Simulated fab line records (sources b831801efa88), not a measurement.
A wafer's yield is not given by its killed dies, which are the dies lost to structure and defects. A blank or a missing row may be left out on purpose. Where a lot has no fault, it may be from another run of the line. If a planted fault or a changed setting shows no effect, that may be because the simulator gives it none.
fab line records / flow sky130 / part 2 of 2: steps 25 to 33 of 33
record: lots: 5 wafers: 15 lastDay: 50
route steps=708 shown CAP2M@620 METAL4@621 VIA4@639
lots that met no fault: taken from a fault-free run of the same line
startH: the number of hours between the record's first day and the start of the first shown wafer of the lot / waitH: time in hours since the lot's previous step / " identical to the entry in the row above / L1.1+2: a row that stands for several wafers / - either no value or no given start / * or withheld: withheld / < > ~ a bound
route shown NAME@n: NAME is a module with steps in the file, n the number in the route of the first one / usual: mean and standard deviation over wafers with no fault / same: alike in all rows / chamber/n: place in a boat / sites: the reading at each site / _std_site: the standard deviation of these / _edge_site: outer sites' mean less inner sites' / radiusMm: for every site, how far away it sits from the centre of the wafer / mask NAME#n: copy n / behind: the tool/chamber that last shaped the wafer / hold: cause of the lot's hold/its duration in hours/its outcome / device: which transistor (n, p or np) failed to switch / end of line: tests run on the same wafers once the route is complete / a step with no rows: only its recipe / killed: at the first sort, the dies lost to defects and structure; wafer yield is something else / map: shows each die of a wafer: x if killed, . if not, _ if none is there
set.NAME: the setting the step ran with; set.NAME@STEP: the setting that earlier step ran with / model.NAME: the simulator's own value behind a step, which no gauge read
lots seen at some steps along the route; tables by step, rows by wafer
services: the hour from which a tool's chamber was out of use, counted from the record's first day as startH (under 0 if before that day), plus the number of hours and why
== steps ==
step: SKY_VIA4_HMDS_05
recipe: primeTimeS: 60 primeTempC: 120
usual: chillPlateTempC: 23.01/0.095
lot.wafer=L075.1 tool=lithoTrack-01 chamber=0 startH=1024.92 waitH=0.1 chillPlateTempC=22.96
lot.wafer=L075.5 tool=lithoTrack-01 chamber=0 startH=1024.92 waitH=0.1 chillPlateTempC=23.06
lot.wafer=L075.6 tool=lithoTrack-01 chamber=0 startH=1024.92 waitH=0.1 chillPlateTempC=23.02
lot.wafer=L078.1 tool=lithoTrack-02 chamber=0 startH=1039.56 waitH=0.1 chillPlateTempC=23.01
lot.wafer=L078.3 tool=lithoTrack-02 chamber=0 startH=1039.56 waitH=0.1 chillPlateTempC=22.96
lot.wafer=L078.4 tool=lithoTrack-02 chamber=0 startH=1039.56 waitH=0.1 chillPlateTempC=22.99
lot.wafer=L088.1 tool=lithoTrack-03 chamber=0 startH=1092.95 waitH=0.1 chillPlateTempC=22.80
lot.wafer=L088.4 tool=lithoTrack-03 chamber=0 startH=1092.95 waitH=0.1 chillPlateTempC=22.98
lot.wafer=L088.5 tool=lithoTrack-03 chamber=0 startH=1092.95 waitH=0.1 chillPlateTempC=22.97
lot.wafer=L090.2 tool=lithoTrack-03 chamber=0 startH=1096.32 waitH=0.1 chillPlateTempC=22.95
lot.wafer=L090.3 tool=lithoTrack-03 chamber=0 startH=1096.32 waitH=0.1 chillPlateTempC=22.98
lot.wafer=L090.6 tool=lithoTrack-03 chamber=0 startH=1096.32 waitH=0.1 chillPlateTempC=22.97
lot.wafer=L097.1 tool=lithoTrack-01 chamber=0 startH=1129.87 waitH=0.1 chillPlateTempC=23.16
lot.wafer=L097.4 tool=lithoTrack-01 chamber=0 startH=1129.87 waitH=0.1 chillPlateTempC=23.04
lot.wafer=L097.5 tool=lithoTrack-01 chamber=0 startH=1129.87 waitH=0.1 chillPlateTempC=23.06
step: SKY_VIA4_COAT_06
recipe: resist: NOVOLAK spinRpm: 3000 resistThkNm: 1140
usual: chillPlateTempC: 23.00/0.091 dispensePressureKPa: 48.2/2.6 spinSpeedRpm: 2999.9/2.1
lot.wafer=L075.1 tool=lithoTrack-01 chamber=0 startH=1025.07 waitH=0.1 chillPlateTempC=22.99 dispensePressureKPa=51.0 spinSpeedRpm=3002.3
lot.wafer=L075.5 tool=lithoTrack-01 chamber=0 startH=1025.07 waitH=0.1 chillPlateTempC=23.00 dispensePressureKPa=51.1 spinSpeedRpm=3001.0
lot.wafer=L075.6 tool=lithoTrack-01 chamber=0 startH=1025.07 waitH=0.1 chillPlateTempC=22.89 dispensePressureKPa=51.1 spinSpeedRpm=3001.0
lot.wafer=L078.1 tool=lithoTrack-02 chamber=0 startH=1039.71 waitH=0.1 chillPlateTempC=23.00 dispensePressureKPa=46.0 spinSpeedRpm=2997.1
lot.wafer=L078.3 tool=lithoTrack-02 chamber=0 startH=1039.71 waitH=0.1 chillPlateTempC=22.78 dispensePressureKPa=45.9 spinSpeedRpm=3000.8
lot.wafer=L078.4 tool=lithoTrack-02 chamber=0 startH=1039.71 waitH=0.1 chillPlateTempC=22.88 dispensePressureKPa=46.0 spinSpeedRpm=2999.4
lot.wafer=L088.1 tool=lithoTrack-03 chamber=0 startH=1093.10 waitH=0.1 chillPlateTempC=22.96 dispensePressureKPa=45.6 spinSpeedRpm=3000.9
lot.wafer=L088.4 tool=lithoTrack-03 chamber=0 startH=1093.10 waitH=0.1 chillPlateTempC=22.99 dispensePressureKPa=45.6 spinSpeedRpm=2995.5
lot.wafer=L088.5 tool=lithoTrack-03 chamber=0 startH=1093.10 waitH=0.1 chillPlateTempC=23.02 dispensePressureKPa=45.6 spinSpeedRpm=2998.1
lot.wafer=L090.2 tool=lithoTrack-03 chamber=0 startH=1096.47 waitH=0.1 chillPlateTempC=23.15 dispensePressureKPa=45.6 spinSpeedRpm=3000.2
lot.wafer=L090.3 tool=lithoTrack-03 chamber=0 startH=1096.47 waitH=0.1 chillPlateTempC=23.10 dispensePressureKPa=45.6 spinSpeedRpm=3001.6
lot.wafer=L090.6 tool=lithoTrack-03 chamber=0 startH=1096.47 waitH=0.1 chillPlateTempC=22.98 dispensePressureKPa=45.6 spinSpeedRpm=2998.5
lot.wafer=L097.1 tool=lithoTrack-01 chamber=0 startH=1130.02 waitH=0.1 chillPlateTempC=23.03 dispensePressureKPa=51.0 spinSpeedRpm=3001.0
lot.wafer=L097.4 tool=lithoTrack-01 chamber=0 startH=1130.02 waitH=0.1 chillPlateTempC=22.96 dispensePressureKPa=51.0 spinSpeedRpm=2997.0
lot.wafer=L097.5 tool=lithoTrack-01 chamber=0 startH=1130.02 waitH=0.1 chillPlateTempC=23.03 dispensePressureKPa=51.0 spinSpeedRpm=3001.4
step: SKY_VIA4_SOFTBAKE_07
recipe: tempC: 90 timeS: 60 resist: NOVOLAK
usual: chillPlateTempC: 23.02/0.11
lot.wafer=L075.1 tool=lithoTrack-01 chamber=0 startH=1025.22 waitH=0.1 chillPlateTempC=22.87
lot.wafer=L075.5 tool=lithoTrack-01 chamber=0 startH=1025.22 waitH=0.1 chillPlateTempC=23.03
lot.wafer=L075.6 tool=lithoTrack-01 chamber=0 startH=1025.22 waitH=0.1 chillPlateTempC=22.81
lot.wafer=L078.1 tool=lithoTrack-02 chamber=0 startH=1039.86 waitH=0.1 chillPlateTempC=22.88
lot.wafer=L078.3 tool=lithoTrack-02 chamber=0 startH=1039.86 waitH=0.1 chillPlateTempC=23.32
lot.wafer=L078.4 tool=lithoTrack-02 chamber=0 startH=1039.86 waitH=0.1 chillPlateTempC=23.00
lot.wafer=L088.1 tool=lithoTrack-03 chamber=0 startH=1093.25 waitH=0.1 chillPlateTempC=23.03
lot.wafer=L088.4 tool=lithoTrack-03 chamber=0 startH=1093.25 waitH=0.1 chillPlateTempC=23.07
lot.wafer=L088.5 tool=lithoTrack-03 chamber=0 startH=1093.25 waitH=0.1 chillPlateTempC=22.97
lot.wafer=L090.2 tool=lithoTrack-03 chamber=0 startH=1096.62 waitH=0.1 chillPlateTempC=23.09
lot.wafer=L090.3 tool=lithoTrack-03 chamber=0 startH=1096.62 waitH=0.1 chillPlateTempC=23.06
lot.wafer=L090.6 tool=lithoTrack-03 chamber=0 startH=1096.62 waitH=0.1 chillPlateTempC=23.01
lot.wafer=L097.1 tool=lithoTrack-01 chamber=0 startH=1130.17 waitH=0.1 chillPlateTempC=22.83
lot.wafer=L097.4 tool=lithoTrack-01 chamber=0 startH=1130.17 waitH=0.1 chillPlateTempC=22.92
lot.wafer=L097.5 tool=lithoTrack-01 chamber=0 startH=1130.17 waitH=0.1 chillPlateTempC=22.94
step: SKY_VIA4_EXPOSE_08
recipe: maskId: VIM4 na: 0.6 sourceShape: conventional sigmaOuter: 0.6 polarization: unpolarized targetCdNm: 800 doseMj: 132
lot.wafer=L075.1+5+6 tool=ilineStepper-02 chamber=0 startH=- waitH=- mask=VIM4#0
lot.wafer=L078.1+3+4 tool=ilineStepper-02 chamber=0 startH=- waitH=- mask=VIM4#0
lot.wafer=L088.1+4+5 tool=ilineStepper-01 chamber=0 startH=- waitH=- mask=VIM4#0
lot.wafer=L090.2+3+6 tool=ilineStepper-02 chamber=0 startH=- waitH=- mask=VIM4#0
lot.wafer=L097.1+4+5 tool=ilineStepper-01 chamber=0 startH=- waitH=- mask=VIM4#0
step: SKY_VIA4_PEB_09
recipe: tempC: withheld timeS: * resist: NOVOLAK
usual: chillPlateTempC: *
lot.wafer=L075.1 tool=lithoTrack-02 chamber=0 startH=- waitH=- chillPlateTempC=*
lot.wafer=L075.5 tool=lithoTrack-02 chamber=0 startH=- waitH=- chillPlateTempC=*
lot.wafer=L075.6 tool=lithoTrack-02 chamber=0 startH=- waitH=- chillPlateTempC=*
lot.wafer=L078.1 tool=lithoTrack-03 chamber=0 startH=- waitH=- chillPlateTempC=*
lot.wafer=L078.3 tool=lithoTrack-03 chamber=0 startH=- waitH=- chillPlateTempC=*
lot.wafer=L078.4 tool=lithoTrack-03 chamber=0 startH=- waitH=- chillPlateTempC=*
lot.wafer=L088.1 tool=lithoTrack-03 chamber=0 startH=- waitH=- chillPlateTempC=*
lot.wafer=L088.4 tool=lithoTrack-03 chamber=0 startH=- waitH=- chillPlateTempC=*
lot.wafer=L088.5 tool=lithoTrack-03 chamber=0 startH=- waitH=- chillPlateTempC=*
lot.wafer=L090.2 tool=lithoTrack-03 chamber=0 startH=- waitH=- chillPlateTempC=*
lot.wafer=L090.3 tool=lithoTrack-03 chamber=0 startH=- waitH=- chillPlateTempC=*
lot.wafer=L090.6 tool=lithoTrack-03 chamber=0 startH=- waitH=- chillPlateTempC=*
lot.wafer=L097.1 tool=lithoTrack-02 chamber=0 startH=- waitH=- chillPlateTempC=*
lot.wafer=L097.4 tool=lithoTrack-02 chamber=0 startH=- waitH=- chillPlateTempC=*
lot.wafer=L097.5 tool=lithoTrack-02 chamber=0 startH=- waitH=- chillPlateTempC=*
step: SKY_VIA4_DEVELOP_10
recipe: resist: NOVOLAK developer: TMAH developTimeS: 60 devTempC: 23
usual: chillPlateTempC: 23.01/0.11
lot.wafer=L075.1 tool=lithoTrack-02 chamber=0 startH=1036.46 waitH=0.1 chillPlateTempC=23.12
lot.wafer=L075.5 tool=lithoTrack-02 chamber=0 startH=1036.46 waitH=0.1 chillPlateTempC=22.95
lot.wafer=L075.6 tool=lithoTrack-02 chamber=0 startH=1036.46 waitH=0.1 chillPlateTempC=23.05
lot.wafer=L078.1 tool=lithoTrack-03 chamber=0 startH=1050.75 waitH=0.1 chillPlateTempC=22.93
lot.wafer=L078.3 tool=lithoTrack-03 chamber=0 startH=1050.75 waitH=0.1 chillPlateTempC=23.05
lot.wafer=L078.4 tool=lithoTrack-03 chamber=0 startH=1050.75 waitH=0.1 chillPlateTempC=23.15
lot.wafer=L088.1 tool=lithoTrack-03 chamber=0 startH=1104.10 waitH=0.1 chillPlateTempC=22.88
lot.wafer=L088.4 tool=lithoTrack-03 chamber=0 startH=1104.10 waitH=0.1 chillPlateTempC=22.93
lot.wafer=L088.5 tool=lithoTrack-03 chamber=0 startH=1104.10 waitH=0.1 chillPlateTempC=22.87
lot.wafer=L090.2 tool=lithoTrack-03 chamber=0 startH=1107.07 waitH=0.1 chillPlateTempC=23.16
lot.wafer=L090.3 tool=lithoTrack-03 chamber=0 startH=1107.07 waitH=0.1 chillPlateTempC=23.04
lot.wafer=L090.6 tool=lithoTrack-03 chamber=0 startH=1107.07 waitH=0.1 chillPlateTempC=23.08
lot.wafer=L097.1 tool=lithoTrack-02 chamber=0 startH=1139.66 waitH=0.1 chillPlateTempC=23.01
lot.wafer=L097.4 tool=lithoTrack-02 chamber=0 startH=1139.66 waitH=0.1 chillPlateTempC=22.84
lot.wafer=L097.5 tool=lithoTrack-02 chamber=0 startH=1139.66 waitH=0.1 chillPlateTempC=22.90
step: SKY_VIA4_OVL_MEAS_11
usual: VIA4_OVL: -0.1/1.4
lot.wafer=L075.1 tool=overlay-02 chamber=- startH=1036.61 waitH=0.1 VIA4_OVL[nm]=-1.1
lot.wafer=L075.5 tool=overlay-02 chamber=- startH=1036.61 waitH=0.1 VIA4_OVL[nm]=0.4
lot.wafer=L075.6 tool=overlay-02 chamber=- startH=1036.61 waitH=0.1 VIA4_OVL[nm]=-0.5
lot.wafer=L078.1 tool=overlay-01 chamber=- startH=1050.90 waitH=0.1 VIA4_OVL[nm]=-1.5
lot.wafer=L078.3 tool=overlay-01 chamber=- startH=1050.90 waitH=0.1 VIA4_OVL[nm]=0.1
lot.wafer=L078.4 tool=overlay-01 chamber=- startH=1050.90 waitH=0.1 VIA4_OVL[nm]=0.4
lot.wafer=L088.1 tool=overlay-02 chamber=- startH=1104.25 waitH=0.1 VIA4_OVL[nm]=4.5
lot.wafer=L088.4 tool=overlay-02 chamber=- startH=1104.25 waitH=0.1 VIA4_OVL[nm]=4.6
lot.wafer=L088.5 tool=overlay-02 chamber=- startH=1104.25 waitH=0.1 VIA4_OVL[nm]=3.8
lot.wafer=L090.2 tool=overlay-02 chamber=- startH=1107.20 waitH=0.1 VIA4_OVL[nm]=-0.8
lot.wafer=L090.3 tool=overlay-02 chamber=- startH=1107.20 waitH=0.1 VIA4_OVL[nm]=-0.6
lot.wafer=L090.6 tool=overlay-02 chamber=- startH=1107.20 waitH=0.1 VIA4_OVL[nm]=-0.1
lot.wafer=L097.1 tool=overlay-01 chamber=- startH=1139.81 waitH=0.1 VIA4_OVL[nm]=1.7
lot.wafer=L097.4 tool=overlay-01 chamber=- startH=1139.81 waitH=0.1 VIA4_OVL[nm]=0.2
lot.wafer=L097.5 tool=overlay-01 chamber=- startH=1139.81 waitH=0.1 VIA4_OVL[nm]=-0.2
step: SKY_VIA4_ETCH_12
recipe: target: SiO2 chemistry: C4F8/O2/Ar stopOn: TiN maskMaterial: NOVOLAK sourceW: 1500 biasW: 1200 pressureMtorr: 40 c4f8FlowSccm: withheld O2_flow_sccm: 6 Ar_flow_sccm: 300 timeS: withheld targetDepthA: 5800
usual: chamberPressureMTorr: 40.00/0.036 oesProductAu: 0.925/0.0051
lot.wafer=L075.1 tool=rieDiel-02 chamber=0 startH=1036.64 waitH=0.0 chamberPressureMTorr=40.00 oesProductAu=0.925
lot.wafer=L075.5 tool=rieDiel-02 chamber=2 startH=1036.64 waitH=0.0 chamberPressureMTorr=39.97 oesProductAu=0.927
lot.wafer=L075.6 tool=rieDiel-02 chamber=1 startH=1036.64 waitH=0.0 chamberPressureMTorr=39.93 oesProductAu=0.918
lot.wafer=L078.1 tool=rieDiel-04 chamber=1 startH=1050.93 waitH=0.0 chamberPressureMTorr=39.98 oesProductAu=0.925
lot.wafer=L078.3 tool=rieDiel-04 chamber=3 startH=1050.93 waitH=0.0 chamberPressureMTorr=39.96 oesProductAu=0.923
lot.wafer=L078.4 tool=rieDiel-04 chamber=2 startH=1050.93 waitH=0.0 chamberPressureMTorr=39.94 oesProductAu=0.917
lot.wafer=L088.1 tool=rieDiel-03 chamber=3 startH=1104.28 waitH=0.0 chamberPressureMTorr=40.03 oesProductAu=0.916
lot.wafer=L088.4 tool=rieDiel-03 chamber=0 startH=1104.28 waitH=0.0 chamberPressureMTorr=40.01 oesProductAu=0.914
lot.wafer=L088.5 tool=rieDiel-03 chamber=1 startH=1104.28 waitH=0.0 chamberPressureMTorr=39.94 oesProductAu=0.920
lot.wafer=L090.2 tool=rieDiel-02 chamber=3 startH=1107.23 waitH=0.0 chamberPressureMTorr=40.04 oesProductAu=0.932
lot.wafer=L090.3 tool=rieDiel-02 chamber=0 startH=1107.23 waitH=0.0 chamberPressureMTorr=39.98 oesProductAu=0.925
lot.wafer=L090.6 tool=rieDiel-02 chamber=2 startH=1107.23 waitH=0.0 chamberPressureMTorr=39.99 oesProductAu=0.932
lot.wafer=L097.1 tool=rieDiel-03 chamber=1 startH=1139.84 waitH=0.0 chamberPressureMTorr=40.04 oesProductAu=0.928
lot.wafer=L097.4 tool=rieDiel-03 chamber=2 startH=1139.84 waitH=0.0 chamberPressureMTorr=40.05 oesProductAu=0.927
lot.wafer=L097.5 tool=rieDiel-03 chamber=3 startH=1139.84 waitH=0.0 chamberPressureMTorr=40.00 oesProductAu=0.925
step: SKY_VIA4_STRIP_13
recipe: chemistry: O2/N2 powerW: 1400 pressureMtorr: 1500 platenTempC: withheld o2FlowSccm: 3000 n2FlowSccm: 300 overashFraction: 0.5
usual: chamberPressureMTorr: 1500.0/1.3 drypumpMotorCurrentA: 5.8/0.5 oesProductAu: 0.709/0.0049 stripTimeToEndpointS: 12.813/0.029
lot.wafer=L075.1 tool=plasmaAsher-02 chamber=1 startH=1036.72 waitH=- chamberPressureMTorr=1499.4 drypumpMotorCurrentA=5.7 oesProductAu=0.714 rfHoursCounterH=90 stripTimeToEndpointS=12.831
lot.wafer=L075.5 tool=plasmaAsher-02 chamber=1 startH=1036.72 waitH=- chamberPressureMTorr=1501.1 drypumpMotorCurrentA=5.7 oesProductAu=0.705 rfHoursCounterH=- stripTimeToEndpointS=12.839
lot.wafer=L075.6 tool=plasmaAsher-02 chamber=0 startH=1036.72 waitH=- chamberPressureMTorr=1497.9 drypumpMotorCurrentA=6.7 oesProductAu=0.705 rfHoursCounterH=- stripTimeToEndpointS=12.791
lot.wafer=L078.1 tool=plasmaAsher-04 chamber=0 startH=1051.00 waitH=- chamberPressureMTorr=1502.6 drypumpMotorCurrentA=5.0 oesProductAu=0.708 rfHoursCounterH=122 stripTimeToEndpointS=12.829
lot.wafer=L078.3 tool=plasmaAsher-04 chamber=0 startH=1051.00 waitH=- chamberPressureMTorr=1503.3 drypumpMotorCurrentA=5.0 oesProductAu=0.716 rfHoursCounterH=- stripTimeToEndpointS=12.791
lot.wafer=L078.4 tool=plasmaAsher-04 chamber=1 startH=1051.00 waitH=- chamberPressureMTorr=1500.8 drypumpMotorCurrentA=5.9 oesProductAu=0.710 rfHoursCounterH=- stripTimeToEndpointS=12.802
lot.wafer=L088.1 tool=plasmaAsher-03 chamber=1 startH=1104.35 waitH=- chamberPressureMTorr=1500.5 drypumpMotorCurrentA=5.6 oesProductAu=0.709 rfHoursCounterH=36 stripTimeToEndpointS=12.825
lot.wafer=L088.4 tool=plasmaAsher-03 chamber=0 startH=1104.35 waitH=- chamberPressureMTorr=1499.8 drypumpMotorCurrentA=6.2 oesProductAu=0.705 rfHoursCounterH=- stripTimeToEndpointS=12.835
lot.wafer=L088.5 tool=plasmaAsher-03 chamber=1 startH=1104.35 waitH=- chamberPressureMTorr=1501.4 drypumpMotorCurrentA=5.5 oesProductAu=0.706 rfHoursCounterH=- stripTimeToEndpointS=12.837
lot.wafer=L090.2 tool=plasmaAsher-04 chamber=1 startH=1107.30 waitH=- chamberPressureMTorr=1499.7 drypumpMotorCurrentA=5.9 oesProductAu=0.718 rfHoursCounterH=4 stripTimeToEndpointS=12.818
lot.wafer=L090.3 tool=plasmaAsher-04 chamber=1 startH=1107.30 waitH=- chamberPressureMTorr=1500.7 drypumpMotorCurrentA=5.9 oesProductAu=0.706 rfHoursCounterH=- stripTimeToEndpointS=12.811
lot.wafer=L090.6 tool=plasmaAsher-04 chamber=0 startH=1107.30 waitH=- chamberPressureMTorr=1499.7 drypumpMotorCurrentA=5.0 oesProductAu=0.709 rfHoursCounterH=- stripTimeToEndpointS=12.790
lot.wafer=L097.1 tool=plasmaAsher-02 chamber=0 startH=1139.92 waitH=- chamberPressureMTorr=1498.3 drypumpMotorCurrentA=6.7 oesProductAu=0.718 rfHoursCounterH=100 stripTimeToEndpointS=12.810
lot.wafer=L097.4 tool=plasmaAsher-02 chamber=1 startH=1139.92 waitH=- chamberPressureMTorr=1499.4 drypumpMotorCurrentA=5.7 oesProductAu=0.717 rfHoursCounterH=- stripTimeToEndpointS=12.810
lot.wafer=L097.5 tool=plasmaAsher-02 chamber=1 startH=1139.92 waitH=- chamberPressureMTorr=1500.6 drypumpMotorCurrentA=5.7 oesProductAu=0.706 rfHoursCounterH=- stripTimeToEndpointS=12.836
== services ==
tool=hdpcvd-02 chamber=- startH=973.17 hours=5.4 kind=repair
tool=rieMetal-03 chamber=- startH=974.54 hours=2.8 kind=pm
tool=rieDiel-02 chamber=1 startH=984.12 hours=5.0 kind=repair
tool=plasmaAsher-02 chamber=- startH=985.89 hours=5.4 kind=repair
tool=cmp-01 chamber=- startH=989.27 hours=16.3 kind=repair
tool=hdpcvd-02 chamber=- startH=997.18 hours=1.1 kind=repair
tool=krfScanner-01 chamber=- startH=1011.01 hours=0.8 kind=pm
tool=rieDiel-02 chamber=0 startH=1014.64 hours=6.9 kind=repair
tool=plasmaAsher-03 chamber=- startH=1019.86 hours=2.2 kind=repair
tool=cmp-01 chamber=- startH=1027.99 hours=3.7 kind=pm
tool=rieDiel-03 chamber=1 startH=1028.00 hours=19.8 kind=repair
tool=ilineStepper-02 chamber=- startH=1032.30 hours=1.7 kind=pm
tool=rieDiel-02 chamber=- startH=1046.93 hours=2.8 kind=pm
tool=hdpcvd-02 chamber=- startH=1054.13 hours=2.6 kind=repair
tool=krfScanner-01 chamber=- startH=1054.74 hours=11.6 kind=pm
tool=rieMetal-03 chamber=- startH=1059.09 hours=14.6 kind=pm
tool=rieDiel-02 chamber=- startH=1068.50 hours=2.2 kind=repair
tool=krfScanner-01 chamber=- startH=1080.95 hours=0.5 kind=repair
tool=rieDiel-02 chamber=3 startH=1081.41 hours=1.6 kind=repair
tool=cmp-01 chamber=- startH=1084.48 hours=4.0 kind=pm
tool=rieMetal-03 chamber=- startH=1088.16 hours=6.5 kind=repair
tool=rieMetal-01 chamber=- startH=1101.08 hours=2.8 kind=pm
tool=krfScanner-01 chamber=- startH=1107.98 hours=6.5 kind=repair
tool=hdpcvd-02 chamber=- startH=1113.50 hours=1.3 kind=repair
